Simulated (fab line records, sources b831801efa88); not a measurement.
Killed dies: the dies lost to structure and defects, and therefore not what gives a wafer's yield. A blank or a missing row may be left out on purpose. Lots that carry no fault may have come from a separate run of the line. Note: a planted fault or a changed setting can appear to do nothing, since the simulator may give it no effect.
Check for tools in common + flow gf180mcu + Lots sampled 12, wafers sampled 36

THE REASON FOR OPENING IT
GF_MVSD_TW_MEAS_11, reading MVSD_TW: flagged on 2 of 12 lots. No-fault wafers: 1604, standard deviation 16.
Rule: flag the lot when none of its wafers has a number, or when each of its wafers that has one lies beyond 4 standard deviations from that mean. As for the other lots, they are considered sound.

| lot  | measured     | on            | MVSD_TW, wafer by wafer | flag    |
|------|--------------|---------------|-------------------------|---------|
| L935 | day 4 19:40  | film metro-04 | 1585 1574 1583          |         |
| L944 | day 6 20:32  | film metro-03 | 1985 1979 1979          | FLAGGED |
| L946 | day 7 10:03  | film metro-04 | 1946 1937 1941          | FLAGGED |
| L947 | day 7 14:54  | film metro-03 | 1616 1613 1617          |         |
| L948 | day 7 22:00  | film metro-03 | 1622 1615 1621          |         |
| L950 | day 8 06:42  | film metro-01 | 1606 1601 1606          |         |
| L951 | day 8 14:57  | film metro-03 | 1622 1622 1625          |         |
| L952 | day 8 21:28  | film metro-01 | 1602 1600 1611          |         |
| L953 | day 9 00:43  | film metro-03 | 1618 1616 1612          |         |
| L954 | day 9 05:28  | film metro-04 | 1577 1562 1575          |         |
| L955 | day 9 13:00  | film metro-03 | 1621 1611 1614          |         |
| L957 | day 10 01:16 | film metro-01 | 1601 1607 1604          |         |
The numbers of the flagged lots are 1961 on average: +357 against the usual, or +22 standard deviations.

LOT BY LOT: THE TOOL USED
The record keeps 1 process step preceding the reading, out of 602 steps on the route. Each cell gives the tool, then ch followed by the chambers the sampled wafers passed through, then the start.
| lot  | flag    | GF_MVSD_IMPLANT_08              |
|------|---------|---------------------------------|
| L935 |         | implanter-02 ch 0, day 4 19:16  |
| L944 | FLAGGED | implanter-01 ch 0, day 6 19:49  |
| L946 | FLAGGED | implanter-01 ch 0, day 7 09:23  |
| L947 |         | implanter-01 ch 0, day 7 14:30  |
| L948 |         | implanter-01 ch 0, day 7 21:36  |
| L950 |         | implanter-01 ch 0, day 8 06:09  |
| L951 |         | implanter-02 ch 0, day 8 14:33  |
| L952 |         | implanter-01 ch 0, day 8 21:04  |
| L953 |         | implanter-02 ch 0, day 9 00:21  |
| L954 |         | implanter-01 ch 0, day 9 05:04  |
| L955 |         | implanter-01 ch 0, day 9 12:36  |
| L957 |         | implanter-02 ch 0, day 10 00:52 |
These steps, and what they do:
- GF_MVSD_IMPLANT_08
- GF_MVSD_TW_MEAS_11

FLAGGED OVER TOTAL, TOOL BY TOOL (the gauges that took the reading come last)
| step               | tool          | lots run | flagged | share of the flagged lots | sound lots run after its first flagged lot |
|--------------------|---------------|----------|---------|---------------------------|--------------------------------------------|
| GF_MVSD_IMPLANT_08 | implanter-01  | 8        | 2       | all                       | 6 (L947,L948,L950,L952,L954,L955)          |
| GF_MVSD_IMPLANT_08 | implanter-02  | 4        | 0       | none                      | -                                          |
| GF_MVSD_TW_MEAS_11 | film metro-01 | 3        | 0       | none                      | -                                          |
| GF_MVSD_TW_MEAS_11 | film metro-03 | 6        | 1       | some                      | 5 (L947,L948,L951,L953,L955)               |
| GF_MVSD_TW_MEAS_11 | film metro-04 | 3        | 1       | some                      | 1 (L954)                                   |

WHAT THE TABLE PERMITS
Rows of the table that ran each flagged lot: 1, that is implanter-01 at GF_MVSD_IMPLANT_08.
- implanter-01 at GF_MVSD_IMPLANT_08 ran 8 lots, 2 of them flagged. Sound lots ran on it after the first flagged one (L947, L948, L950, L952, L954, L955), which a lasting fault on the whole tool wouldn't allow.
There is no row in the table that ran each flagged lot and no sound lot after the first.

WHAT WAS PUT IN BY THE SIMULATOR
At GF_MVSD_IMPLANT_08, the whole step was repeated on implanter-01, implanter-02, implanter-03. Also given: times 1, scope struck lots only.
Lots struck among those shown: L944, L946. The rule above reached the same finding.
